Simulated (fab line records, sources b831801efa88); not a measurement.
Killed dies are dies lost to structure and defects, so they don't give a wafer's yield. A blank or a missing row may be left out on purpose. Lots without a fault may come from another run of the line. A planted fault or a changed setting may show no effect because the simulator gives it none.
Which tool did it? | flow gf180mcu | 24 lots, 72 wafers sampled, at 6 steps of a route of 602

WHAT THE GAUGES READ, wafer by wafer
The record holds no reading of a measuring or inspecting step that can be judged against a usual standard deviation.

WHICH TOOL RAN EACH LOT (tool, then ch and the chambers of the sampled wafers, then the start)
lot  | GF_V1_SPUTTER_21             | GF_V2_STRIP_18                       | GF_V2_CMP_26                  | GF_V4_SPUTTER_21             | GF_MIM_SPUTTER_00            | GF_MIM_SPUTTER_03
L074 | pvd_sputter-03, day 18 10:25 | plasma_asher-02 ch 0,1, day 20 12:48 | cmp-01 ch 0,3, day 20 13:44   | pvd_sputter-03, day 24 15:35 | pvd_sputter-02, day 24 16:17 | pvd_sputter-02, day 24 16:27
L075 | pvd_sputter-01, day 19 00:07 | plasma_asher-02 ch 0,1, day 21 02:25 | cmp-02 ch 0,1,3, day 21 03:20 | pvd_sputter-03, day 25 03:27 | pvd_sputter-01, day 25 04:09 | pvd_sputter-01, day 25 04:19
L076 | pvd_sputter-03, day 19 12:29 | plasma_asher-04 ch 0,1, day 21 14:31 | cmp-02 ch 0,1,2, day 21 15:27 | pvd_sputter-01, day 25 14:56 | pvd_sputter-04, day 25 15:37 | pvd_sputter-04, day 25 15:47
L077 | pvd_sputter-03, day 20 01:53 | plasma_asher-01 ch 0,1, day 22 03:46 | cmp-01 ch 0,1,2, day 22 04:53 | pvd_sputter-02, day 26 02:40 | pvd_sputter-02, day 26 03:21 | pvd_sputter-02, day 26 03:31
L078 | pvd_sputter-01, day 20 03:38 | plasma_asher-01 ch 0,1, day 22 05:40 | cmp-01 ch 0,1,3, day 22 06:36 | pvd_sputter-02, day 26 04:39 | pvd_sputter-01, day 26 05:20 | pvd_sputter-01, day 26 05:30
L079 | pvd_sputter-01, day 20 07:37 | plasma_asher-02 ch 0, day 22 09:40   | cmp-02 ch 0,1,3, day 22 10:41 | pvd_sputter-03, day 26 08:59 | pvd_sputter-01, day 26 09:41 | pvd_sputter-01, day 26 09:50
L080 | pvd_sputter-01, day 20 19:03 | plasma_asher-01 ch 0,1, day 22 20:39 | cmp-02 ch 1,2, day 22 21:32   | pvd_sputter-02, day 26 17:05 | pvd_sputter-01, day 26 17:47 | pvd_sputter-01, day 26 17:56
L082 | pvd_sputter-03, day 21 06:00 | plasma_asher-02 ch 0,1, day 23 07:10 | cmp-02 ch 1,2,3, day 23 08:14 | pvd_sputter-03, day 27 03:20 | pvd_sputter-04, day 27 04:02 | pvd_sputter-04, day 27 04:12
L081 | pvd_sputter-03, day 21 06:49 | plasma_asher-02 ch 0,1, day 23 07:31 | cmp-02 ch 0,2, day 23 08:29   | pvd_sputter-01, day 27 03:41 | pvd_sputter-01, day 27 04:23 | pvd_sputter-01, day 27 04:33
L084 | pvd_sputter-01, day 22 01:28 | plasma_asher-01 ch 0,1, day 24 02:28 | cmp-02 ch 0,2,3, day 24 03:38 | pvd_sputter-01, day 27 20:03 | pvd_sputter-04, day 27 20:49 | pvd_sputter-04, day 27 20:59
L083 | pvd_sputter-04, day 22 01:48 | plasma_asher-04 ch 0,1, day 24 02:53 | cmp-02 ch 0,1, day 24 03:53   | pvd_sputter-03, day 27 22:48 | pvd_sputter-02, day 27 23:29 | pvd_sputter-02, day 27 23:39
L085 | pvd_sputter-04, day 22 10:51 | plasma_asher-02 ch 0,1, day 24 11:49 | cmp-02 ch 1,2, day 24 12:49   | pvd_sputter-02, day 28 04:09 | pvd_sputter-01, day 28 04:57 | pvd_sputter-01, day 28 05:17
L086 | pvd_sputter-03, day 22 21:59 | plasma_asher-01 ch 0,1, day 24 21:04 | cmp-02 ch 1,2,3, day 24 22:04 | pvd_sputter-01, day 28 14:14 | pvd_sputter-04, day 28 15:02 | pvd_sputter-04, day 28 15:12
L087 | pvd_sputter-04, day 23 00:54 | plasma_asher-04 ch 0,1, day 24 23:36 | cmp-01 ch 0,1,2, day 25 00:36 | pvd_sputter-01, day 28 16:23 | pvd_sputter-01, day 28 17:08 | pvd_sputter-01, day 28 17:17
L088 | pvd_sputter-03, day 23 08:46 | plasma_asher-02 ch 0, day 25 07:19   | cmp-02 ch 0,1, day 25 08:34   | pvd_sputter-01, day 28 22:56 | pvd_sputter-01, day 28 23:44 | pvd_sputter-01, day 28 23:53
L089 | pvd_sputter-03, day 23 19:19 | plasma_asher-04 ch 0,1, day 25 16:22 | cmp-02 ch 0,1,2, day 25 17:25 | pvd_sputter-01, day 29 06:24 | pvd_sputter-02, day 29 07:13 | pvd_sputter-02, day 29 07:23
L090 | pvd_sputter-01, day 24 06:01 | plasma_asher-04 ch 0,1, day 26 03:26 | cmp-02 ch 1,2, day 26 04:31   | pvd_sputter-02, day 29 17:09 | pvd_sputter-01, day 29 17:52 | pvd_sputter-01, day 29 18:02
L091 | pvd_sputter-03, day 24 11:38 | plasma_asher-04 ch 0, day 26 09:58   | cmp-02 ch 1,2, day 26 11:04   | pvd_sputter-01, day 29 23:06 | pvd_sputter-01, day 29 23:49 | pvd_sputter-01, day 29 23:59
L092 | pvd_sputter-01, day 24 13:09 | plasma_asher-04 ch 0,1, day 26 11:31 | cmp-02 ch 0,1,3, day 26 12:29 | pvd_sputter-03, day 30 00:10 | pvd_sputter-02, day 30 00:53 | pvd_sputter-02, day 30 01:02
L093 | pvd_sputter-04, day 25 01:37 | plasma_asher-01 ch 0,1, day 26 21:45 | cmp-01 ch 0,3, day 26 23:02   | pvd_sputter-03, day 30 10:06 | pvd_sputter-02, day 30 10:52 | pvd_sputter-02, day 30 10:59
L094 | pvd_sputter-03, day 25 08:11 | plasma_asher-01 ch 0,1, day 27 05:19 | cmp-01 ch 2,3, day 27 06:14   | pvd_sputter-02, day 30 17:52 | pvd_sputter-02, day 30 18:34 | pvd_sputter-02, day 30 18:44
L095 | pvd_sputter-04, day 25 09:25 | plasma_asher-04 ch 0,1, day 27 05:42 | cmp-02 ch 1,2,3, day 27 06:41 | pvd_sputter-03, day 30 17:26 | pvd_sputter-01, day 30 18:09 | pvd_sputter-01, day 30 18:19
L096 | pvd_sputter-03, day 25 13:46 | plasma_asher-01 ch 1, day 27 08:58   | cmp-02 ch 0,2, day 27 10:05   | pvd_sputter-01, day 30 20:24 | pvd_sputter-02, day 30 21:08 | pvd_sputter-02, day 30 21:18
L097 | pvd_sputter-03, day 25 15:22 | plasma_asher-01 ch 0,1, day 27 10:36 | cmp-02 ch 0,1, day 27 11:41   | pvd_sputter-02, day 30 21:58 | pvd_sputter-02, day 30 22:40 | pvd_sputter-02, day 30 22:50
- GF_V1_SPUTTER_21: material Ti, target thk 15 nm, time 80.02 s.
- GF_V2_STRIP_18: strips in O2/N2.
- GF_V2_CMP_26: polishes, stops on SiO2, t overpolish 15 s, target thk 0 nm.
- GF_V4_SPUTTER_21: material Ti, target thk 15 nm, time 80.02 s.
- GF_MIM_SPUTTER_00: material Ti, target thk 37.5 nm, time 150 s.
- GF_MIM_SPUTTER_03: material Ti, target thk 10 nm, time 6.7 s.

WHAT THE TOOLS THEMSELVES READ (means of the sampled wafers that have a number; where no wafer has one, the mark that the record gives instead)
GF_V1_SPUTTER_21. Usual: substrate_temp_c 200.03 C, standard deviation 0.17; throttle_valve_pct 29.6 %, standard deviation 0.84.
lot  | tool           | substrate_temp_c (C) | throttle_valve_pct (%) | flag
L074 | pvd_sputter-03 | 199.89               | 29.7                   |
L075 | pvd_sputter-01 | 200.08               | 30.1                   |
L076 | pvd_sputter-03 | 200.00               | 29.4                   |
L077 | pvd_sputter-03 | 200.06               | 29.4                   |
L078 | pvd_sputter-01 | 200.08               | 29.7                   |
L079 | pvd_sputter-01 | 200.07               | 31.3                   |
L080 | pvd_sputter-01 | 199.96               | 30.2                   |
L082 | pvd_sputter-03 | 200.08               | 29.7                   |
L081 | pvd_sputter-03 | 200.08               | 28.9                   |
L084 | pvd_sputter-01 | 200.13               | 30.2                   |
L083 | pvd_sputter-04 | 200.10               | 29.2                   |
L085 | pvd_sputter-04 | 200.06               | 28.5                   |
L086 | pvd_sputter-03 | 199.81               | 29.4                   |
L087 | pvd_sputter-04 | 199.89               | 29.3                   |
L088 | pvd_sputter-03 | 200.03               | 29.4                   |
L089 | pvd_sputter-03 | 199.97               | 29.8                   |
L090 | pvd_sputter-01 | 199.97               | 30.5                   |
L091 | pvd_sputter-03 | 199.87               | 29.2                   |
L092 | pvd_sputter-01 | 199.80               | 30.4                   |
L093 | pvd_sputter-04 | 200.15               | 29.6                   |
L094 | pvd_sputter-03 | 199.93               | 28.8                   |
L095 | pvd_sputter-04 | 199.99               | 28.5                   |
L096 | pvd_sputter-03 | 200.10               | 29.0                   |
L097 | pvd_sputter-03 | 199.93               | 29.4                   |

GF_V2_STRIP_18. Usual: drypump_motor_current_A 5.49 A, standard deviation 0.21; heater_power_w 342 W, standard deviation 26; oes_product_au 0.602 a.u., standard deviation 0.0048.
lot  | tool            | drypump_motor_current_A (A) | heater_power_w (W) | oes_product_au (a.u.) | flag
L074 | plasma_asher-02 | 5.23                        | 340                | 0.600                 |
L075 | plasma_asher-02 | 5.33                        | 346                | 0.601                 |
L076 | plasma_asher-04 | 5.49                        | 320                | 0.599                 |
L077 | plasma_asher-01 | 5.68                        | 352                | 0.598                 |
L078 | plasma_asher-01 | 5.65                        | 354                | 0.601                 |
L079 | plasma_asher-02 | 5.15                        | 330                | 0.603                 |
L080 | plasma_asher-01 | 5.67                        | 358                | 0.601                 |
L082 | plasma_asher-02 | 5.25                        | 335                | 0.603                 |
L081 | plasma_asher-02 | 5.32                        | 345                | 0.603                 |
L084 | plasma_asher-01 | 5.66                        | 354                | 0.604                 |
L083 | plasma_asher-04 | 5.52                        | 322                | 0.600                 |
L085 | plasma_asher-02 | 5.24                        | 340                | 0.605                 |
L086 | plasma_asher-01 | 5.53                        | 342                | 0.601                 |
L087 | plasma_asher-04 | 5.60                        | 345                | 0.600                 |
L088 | plasma_asher-02 | 5.16                        | 328                | 0.605                 |
L089 | plasma_asher-04 | 5.63                        | 349                | 0.605                 |
L090 | plasma_asher-04 | 5.62                        | 351                | 0.604                 |
L091 | plasma_asher-04 | 5.68                        | 369                | 0.593                 |
L092 | plasma_asher-04 | 5.49                        | 326                | 0.601                 |
L093 | plasma_asher-01 | 5.53                        | 340                | 0.601                 |
L094 | plasma_asher-01 | 5.66                        | 355                | 0.602                 |
L095 | plasma_asher-04 | 5.60                        | 346                | 0.601                 |
L096 | plasma_asher-01 | 5.40                        | 329                | 0.601                 |
L097 | plasma_asher-01 | 5.53                        | 348                | 0.606                 |

GF_V2_CMP_26. Usual: head_pressure_psi 3.502 psi, standard deviation 0.0079; motor_current_A 10.8 A, standard deviation 1.1; overpolish_run_s 15.000 s, standard deviation 0.0088; time_to_endpoint_s 87 s, standard deviation 3.9.
lot  | tool   | head_pressure_psi (psi) | motor_current_A (A) | overpolish_run_s (s) | time_to_endpoint_s (s) | flag
L074 | cmp-01 | 3.498                   | 10.0                | 14.986               | 84                     |
L075 | cmp-02 | 3.505                   | 9.9                 | 15.004               | 92                     |
L076 | cmp-02 | 3.494                   | 10.7                | 14.998               | 91                     |
L077 | cmp-01 | 3.504                   | 10.9                | 15.005               | 84                     |
L078 | cmp-01 | 3.498                   | 10.2                | 15.006               | 83                     |
L079 | cmp-02 | 3.496                   | 10.3                | 15.011               | 91                     |
L080 | cmp-02 | 3.500                   | 10.6                | 14.998               | 87                     |
L082 | cmp-02 | 3.500                   | 10.8                | 14.996               | 86                     |
L081 | cmp-02 | 3.505                   | 11.8                | 15.003               | 88                     |
L084 | cmp-02 | 3.497                   | 10.9                | 14.996               | 90                     |
L083 | cmp-02 | 3.503                   | 10.5                | 14.999               | 86                     |
L085 | cmp-02 | 3.510                   | 10.9                | 14.995               | 86                     |
L086 | cmp-02 | 3.505                   | 10.6                | 14.995               | 89                     |
L087 | cmp-01 | 3.499                   | 11.0                | 15.001               | 88                     |
L088 | cmp-02 | 3.507                   | 11.1                | 15.004               | 91                     |
L089 | cmp-02 | 3.501                   | 11.3                | 14.990               | 90                     |
L090 | cmp-02 | 3.500                   | 11.7                | 15.008               | 83                     |
L091 | cmp-02 | 3.507                   | 11.0                | 14.993               | 84                     |
L092 | cmp-02 | 3.505                   | 10.5                | 14.998               | 84                     |
L093 | cmp-01 | 3.502                   | 10.1                | 15.005               | 87                     |
L094 | cmp-01 | 3.497                   | 12.0                | 15.002               | 88                     |
L095 | cmp-02 | 3.497                   | 10.2                | 14.997               | 80                     |
L096 | cmp-02 | 3.496                   | 11.9                | 14.999               | 84                     |
L097 | cmp-02 | 3.502                   | 10.6                | 15.003               | 82                     |

GF_V4_SPUTTER_21. Usual: substrate_temp_c 199.99 C, standard deviation 0.16; throttle_valve_pct 30.2 %, standard deviation 1.1.
lot  | tool           | substrate_temp_c (C) | throttle_valve_pct (%) | flag
L074 | pvd_sputter-03 | 199.87               | 29.4                   |
L075 | pvd_sputter-03 | 199.93               | 29.2                   |
L076 | pvd_sputter-01 | 200.01               | 30.4                   |
L077 | pvd_sputter-02 | 200.20               | 31.0                   |
L078 | pvd_sputter-02 | 199.95               | 31.0                   |
L079 | pvd_sputter-03 | 200.06               | 29.4                   |
L080 | pvd_sputter-02 | 199.90               | 31.9                   |
L082 | pvd_sputter-03 | 200.05               | 29.0                   |
L081 | pvd_sputter-01 | 199.96               | 30.4                   |
L084 | pvd_sputter-01 | 200.00               | 29.7                   |
L083 | pvd_sputter-03 | 200.03               | 28.6                   |
L085 | pvd_sputter-02 | 199.95               | 31.0                   |
L086 | pvd_sputter-01 | 199.87               | 30.4                   |
L087 | pvd_sputter-01 | 199.82               | 30.2                   |
L088 | pvd_sputter-01 | 199.90               | 29.9                   |
L089 | pvd_sputter-01 | 200.01               | 30.0                   |
L090 | pvd_sputter-02 | 200.01               | 31.6                   |
L091 | pvd_sputter-01 | 199.99               | 30.2                   |
L092 | pvd_sputter-03 | 199.84               | 29.4                   |
L093 | pvd_sputter-03 | 200.12               | 29.3                   |
L094 | pvd_sputter-02 | 200.21               | 31.4                   |
L095 | pvd_sputter-03 | 199.95               | 28.9                   |
L096 | pvd_sputter-01 | 199.91               | 30.1                   |
L097 | pvd_sputter-02 | 199.93               | 31.2                   |

GF_MIM_SPUTTER_00. Usual: substrate_temp_c 200.00 C, standard deviation 0.14; throttle_valve_pct 30.4 %, standard deviation 1.1.
lot  | tool           | substrate_temp_c (C) | throttle_valve_pct (%) | flag
L074 | pvd_sputter-02 | 199.96               | 30.8                   |
L075 | pvd_sputter-01 | 200.13               | 30.8                   |
L076 | pvd_sputter-04 | 200.11               | 29.3                   |
L077 | pvd_sputter-02 | 199.93               | 30.8                   |
L078 | pvd_sputter-01 | 200.05               | 30.1                   |
L079 | pvd_sputter-01 | 199.82               | 30.5                   |
L080 | pvd_sputter-01 | 200.05               | 30.3                   |
L082 | pvd_sputter-04 | 200.02               | 28.5                   |
L081 | pvd_sputter-01 | 200.05               | 30.4                   |
L084 | pvd_sputter-04 | 199.90               | 28.7                   |
L083 | pvd_sputter-02 | 200.06               | 31.1                   |
L085 | pvd_sputter-01 | 199.99               | 30.7                   |
L086 | pvd_sputter-04 | 199.86               | 29.1                   |
L087 | pvd_sputter-01 | 200.13               | 30.7                   |
L088 | pvd_sputter-01 | 200.09               | 29.9                   |
L089 | pvd_sputter-02 | 200.02               | 31.6                   |
L090 | pvd_sputter-01 | 199.88               | 29.8                   |
L091 | pvd_sputter-01 | 199.91               | 29.3                   |
L092 | pvd_sputter-02 | 200.03               | 31.0                   |
L093 | pvd_sputter-02 | 200.06               | 31.1                   |
L094 | pvd_sputter-02 | 199.96               | 31.8                   |
L095 | pvd_sputter-01 | 200.07               | 30.3                   |
L096 | pvd_sputter-02 | 199.88               | 31.3                   |
L097 | pvd_sputter-02 | 200.09               | 30.9                   |

GF_MIM_SPUTTER_03. Usual: substrate_temp_c 299.97 C, standard deviation 0.19; throttle_valve_pct 30.4 %, standard deviation 1.2.
lot  | tool           | substrate_temp_c (C) | throttle_valve_pct (%) | flag
L074 | pvd_sputter-02 | 300.12               | 31.0                   |
L075 | pvd_sputter-01 | 299.80               | 30.7                   |
L076 | pvd_sputter-04 | 299.89               | 29.4                   |
L077 | pvd_sputter-02 | 299.80               | 31.0                   |
L078 | pvd_sputter-01 | 300.01               | 30.2                   |
L079 | pvd_sputter-01 | 299.94               | 30.4                   |
L080 | pvd_sputter-01 | 299.77               | 30.4                   |
L082 | pvd_sputter-04 | 299.97               | 28.3                   |
L081 | pvd_sputter-01 | 299.87               | 30.7                   |
L084 | pvd_sputter-04 | 299.93               | 28.5                   |
L083 | pvd_sputter-02 | 300.09               | 31.0                   |
L085 | pvd_sputter-01 | 300.15               | 30.7                   |
L086 | pvd_sputter-04 | 299.92               | 28.9                   |
L087 | pvd_sputter-01 | 299.98               | 30.6                   |
L088 | pvd_sputter-01 | 300.01               | 29.8                   |
L089 | pvd_sputter-02 | 300.00               | 31.6                   |
L090 | pvd_sputter-01 | 299.84               | 29.8                   |
L091 | pvd_sputter-01 | 299.97               | 29.2                   |
L092 | pvd_sputter-02 | 299.87               | 30.9                   |
L093 | pvd_sputter-02 | 299.82               | 31.2                   |
L094 | pvd_sputter-02 | 300.06               | 31.8                   |
L095 | pvd_sputter-01 | 300.01               | 30.2                   |
L096 | pvd_sputter-02 | 299.98               | 31.3                   |
L097 | pvd_sputter-02 | 300.12               | 30.9                   |

THE ANSWER, worked out from the rows above alone
Rule: a lot is off if the mean of its wafers that have a number lies more than 3 standard deviations from the usual mean. A lot without any number at a reading at which 4 lots or more have one is off too. The other lots that the step has rows for count as sound. The gauges are gone through in route order, then the tools' own readings, and for those a lot's mean is taken as printed above. The first step at which some lot is off is used, and at that step the reading that is off furthest; a lot without a number counts as furthest.
No lot is off at any reading shown: from this, nothing can be told.

WHAT THE SIMULATOR HAD PUT IN
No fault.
